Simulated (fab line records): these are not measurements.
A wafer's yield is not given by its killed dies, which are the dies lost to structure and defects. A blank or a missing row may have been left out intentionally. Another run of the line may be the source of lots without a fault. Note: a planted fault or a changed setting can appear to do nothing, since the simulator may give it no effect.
Code-filled problem report in 8D (eight disciplines) form    flow sky130    the parts of the form that need people (team, actions taken, sign-off) are left out

1. WHAT IS WRONG
CONTACT_W_RS at SKY_CONTACT_RS_MEAS_25 reads a mean of 0.304 ohm/sq on 6 wafers of 2 lots; wafers without a fault read 0.338 ohm/sq with a standard deviation of 0.0046. Relative to the usual mean, that is a shift of -7.5 standard deviations.
The step: measures by four-point-probe.
Seen first at day 33 08:22 on film_metro-03, wafer L574.1. The record holds 30 wafers of 10 lots with a number at this step. Rule for "out", or "out of limits": more than 4 standard deviations from the usual mean. The other wafers with a number count as sound.

2. WHAT IT IS, WHAT IT ISN'T
question                     is                      is not
which readings at this step  CONTACT_W_RS            -
which lots                   L574, L578              L573, L583, L584, L586, L587, L589, L591, L592
which wafers of those lots   all that have a number  -
read on which gauges         film_metro-03           film_metro-01, film_metro-04
when                         from day 33 08:22       up to then (3 sound wafers); but 21 sound wafers of L583, L584, L586, L587, L589, L591, L592 came after

3. THE SUSPECTS, EACH WITH WHAT RULES IT OUT
Counting: any tool at a process step up to the reading is kept as a suspect provided that every lot that is out went through it and no sound lot did after the first of them.
- the gauge at SKY_CONTACT_RS_MEAS_25: kept. All the wafers that are out were read on film_metro-03, and no step on other tools shows them out.
- pvd_sputter-04 at SKY_CONTACT_SPUTTER_23 (material TiN, target thk 20 nm, time 80 s): ruled out as a lasting fault. The sound lots L584, L586, L587, L591, L592 went through it after L574, its earliest lot that is out (day 33 08:11).
- cvd_w-01 at SKY_CONTACT_CVD_24 (deposits W, target thk 340 nm, time 102.12 s): ruled out as a lasting fault. The sound lots L586, L587, L589, L591, L592 went through it after L574, its earliest lot that is out (day 33 08:15).
After counting, what remains is film_metro-03 at SKY_CONTACT_RS_MEAS_25.

4. THE CAUSE (what the simulator had put in)
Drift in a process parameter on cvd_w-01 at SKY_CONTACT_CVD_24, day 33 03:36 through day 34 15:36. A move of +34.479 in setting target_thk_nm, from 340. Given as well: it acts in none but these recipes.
Counting ruled it out, wrongly: the rule takes a fault to strike every lot that its tool runs from its start on, and this one did not.

5. THE EFFECT CHAIN, in route order
Each row: a reading whose mean over the struck wafers that have a number lies more than 3 standard deviations from the usual. Readings are gone through only where the record gives a usual standard deviation; hours: the median, over the lots, of the time from a lot's start at the first step in this table giving one to that lot's start at this step; sigmas: the change measured in usual standard deviations.
hours  step                     reading             usual         on struck wafers  change  sigmas
0      SKY_CONTACT_RS_MEAS_25   CONTACT_W_RS        0.338 ohm/sq  0.304             -0.034  -7.5
3      SKY_CONTACT_THK_MEAS_26  CONTACT_W_THK       336 nm        372               +36     +7.3
7      SKY_CONTACT_CMP_27       time_to_endpoint_s  83 s          95                +12     +3.3
Its process steps:
- SKY_CONTACT_CMP_27: polishes, stops on SiO2, t overpolish 15 s, target thk 0 nm.

6. WHAT WOULD HAVE CAUGHT IT SOONER
The first out-of-limits reading at a measuring or inspecting step in this record came at day 33 08:22, 5 hours after the fault's start at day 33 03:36.
An alarm limit of 4 standard deviations would not have fired on the tool readings at SKY_CONTACT_CVD_24 for which the record gives a usual standard deviation, since none of them was out on any struck wafer.
